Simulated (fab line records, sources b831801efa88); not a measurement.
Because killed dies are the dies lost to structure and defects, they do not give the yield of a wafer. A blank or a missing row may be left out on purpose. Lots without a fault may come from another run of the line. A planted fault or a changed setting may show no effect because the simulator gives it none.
The same fault as seen by 2 desks    flow sky130    what lay behind the numbers comes last; until then each desk has only its own

== AT THE TOOL OWNER'S DESK: implanter-02 ==
For each lot that ran on this tool, the mean over its sampled wafers that have a number, from the tool's own readings at SKY_POLY_GATE_IMPLANT_02. If a lot's mean is further than 4 standard deviations from the usual mean, the lot is out of limits and carries the mark OUT (the distance appears in the brackets).
Columns: A = beam_on_s at SKY_POLY_GATE_IMPLANT_02, usual 36.5 s; B = dose_ions_cm2 at SKY_POLY_GATE_IMPLANT_02, usual 7.7e+15
lot   first seen here  A                B
L798  day 17 21:43     61.1 (+9.8) OUT  1.4e+16 (+99 or more) OUT
L800  day 18 08:26     61.9 (+10) OUT   1.4e+16 (+99 or more) OUT
L806  day 21 12:03     32.9             7.7e+15
L807  day 22 06:10     33.7             7.7e+15
L810  day 22 07:04     34.2             7.7e+15
L812  day 22 20:26     33.3             7.7e+15
Finding of this desk: L798, L800 out of limits; the first was L798 at day 17 21:43, on beam_on_s at SKY_POLY_GATE_IMPLANT_02. Within limits: L806, L807, L810, L812.

== FROM THE METROLOGY DESK ==
Means of the sampled wafers that have a number, per lot and without regard to the tool the lot ran on: this is what the gauges read. If a lot's mean is further than 4 standard deviations from the usual mean, the lot is out of limits and carries the mark OUT (the distance appears in the brackets).
Columns: A = SONOS_ONO_OVL at SKY_SONOS_ONO_OVL_MEAS_14, usual -1.0 nm; B = POLY_GATE_TW at SKY_RES_PROTECT_TW_MEAS_08, usual 4089
lot   first seen here  A     B
L791  day 12 23:23     0.2   4124
L793  day 13 10:03     -2.9  4066
L798  day 15 07:55     0.5   4205
L800  day 15 17:57     -2.4  4183
L806  day 18 16:53     -1.0  4074
L807  day 19 00:16     -1.7  4127
L808  day 19 00:35     -1.8  4126
L809  day 19 11:44     -1.2  4086
L810  day 19 11:53     -3.7  4052
L812  day 20 04:26     -1.7  4056
L813  day 20 12:44     -1.2  4103
Result from this desk: across the 11 lots, nothing is out of limits.

== TAKEN TOGETHER ==
The tool owner's desk had the chance to raise an alarm at day 17 21:43 on L798, L800.
At the metrology desk, nothing out of limits was observed.
The metrology desk holds a record of L798, L800, inside its limits.
The lots listed all ran SKY_POLY_GATE_IMPLANT_02 on implanter-02.

== WHAT THE SIMULATOR HAD PUT IN ==
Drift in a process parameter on implanter-02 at SKY_POLY_GATE_IMPLANT_02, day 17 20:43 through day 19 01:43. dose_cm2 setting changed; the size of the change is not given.
Lots struck among those shown: L798, L800.
Each desk's first reading out of limits, in hours after the fault started: the tool owner's desk, 1.
